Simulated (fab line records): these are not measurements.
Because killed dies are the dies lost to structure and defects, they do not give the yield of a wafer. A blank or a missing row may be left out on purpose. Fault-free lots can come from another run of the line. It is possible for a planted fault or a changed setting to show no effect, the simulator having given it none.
Matching of chambers | flow gf180mcu | pecvd-04 running GF_SAB_CVD_00: 3 sister chambers
The step deposits SiO2 from TEOS, target thk 50 nm, time 4.9302 s. 3 wafers are shown with their chamber, then 7 later ones without.

WAFERS, EACH WITH ITS CHAMBER
wafer  | chamber | heater power w (W)
L862.1 | 1       | 655
L863.1 | 2       | 574
L863.2 | 0       | 678

WAFERS MISSING THEIR CHAMBER
wafer  | heater power w (W)
L863.3 | 606
L867.1 | 735
L867.2 | 565
L867.5 | 565
L868.1 | 772
L868.2 | 683
L868.3 | 506

EACH ONE'S CHAMBER
wafer  | from the rows above          | in truth
L863.3 | can't be placed: 2 or 1 or 0 | 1
L867.1 | can't be placed: 0 or 1      | 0
L867.2 | can't be placed: 2 or 1      | 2
L867.5 | can't be placed: 2 or 1      | 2
L868.1 | can't be placed: 0 or 1      | 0
L868.2 | can't be placed: 0 or 1      | 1
L868.3 | can't be placed: 2 or 1      | 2
Correct placement for 0 of the 7. Can't be placed from these rows: 7 (the true chamber is among the candidates in 7). Number placed wrongly: 0.
How it was worked out, from the rows above alone: a wafer's distance from a chamber is the root of the sum, over the readings, of the square of ((its reading less the chamber's mean) divided by the reading's scatter). The wafer belongs to the nearest chamber; if the next one is less than 2 further off, it can't be placed. Each chamber's mean is taken over the wafers shown for it. The scatter: with one shown wafer a chamber, the root of the mean of the squares of how far each hidden wafer lies from its nearest shown one.
